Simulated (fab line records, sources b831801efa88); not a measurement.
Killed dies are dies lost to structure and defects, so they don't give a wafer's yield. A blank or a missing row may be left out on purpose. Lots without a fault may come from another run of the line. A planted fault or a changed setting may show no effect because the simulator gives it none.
Chamber matching | flow gf180mcu | GF_V3_CMP_04 on cmp-01: 4 sister chambers
The step polishes SiO2. 4 wafers are shown with their chamber, then 7 later ones without.

WAFERS WITH THEIR CHAMBER
wafer  | chamber | motor_current_A (A)
L390.5 | 1       | 12.5
L391.5 | 2       | 10.5
L392.1 | 3       | 12.3
L392.2 | 0       | 10.6

WAFERS WITHOUT THEIR CHAMBER
wafer  | motor_current_A (A)
L392.6 | 13.0
L393.1 | 10.4
L393.4 | 10.8
L393.5 | 10.7
L395.1 | 11.0
L395.2 | 13.0
L395.5 | 10.4

WHICH CHAMBER EACH WENT THROUGH
wafer  | from the rows above     | in truth
L392.6 | can't be placed: 1 or 3 | 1
L393.1 | can't be placed: 2 or 0 | 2
L393.4 | can't be placed: 0 or 2 | 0
L393.5 | can't be placed: 0 or 2 | 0
L395.1 | can't be placed: 0 or 2 | 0
L395.2 | can't be placed: 1 or 3 | 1
L395.5 | can't be placed: 2 or 0 | 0
Placed correctly: 0 of 7. Can't be placed from these rows: 7 (the true chamber is among the candidates in 7). Placed wrongly: 0.
How it was worked out, from the rows above alone: a wafer's distance from a chamber is the root of the sum, over the readings, of the square of ((its reading less the chamber's mean) divided by the reading's scatter). The wafer belongs to the nearest chamber; if the next one is less than 2 further off, it can't be placed. A chamber's mean is the mean of its shown wafers. The scatter: with one shown wafer a chamber, the root of the mean of the squares of how far each hidden wafer lies from its nearest shown one.
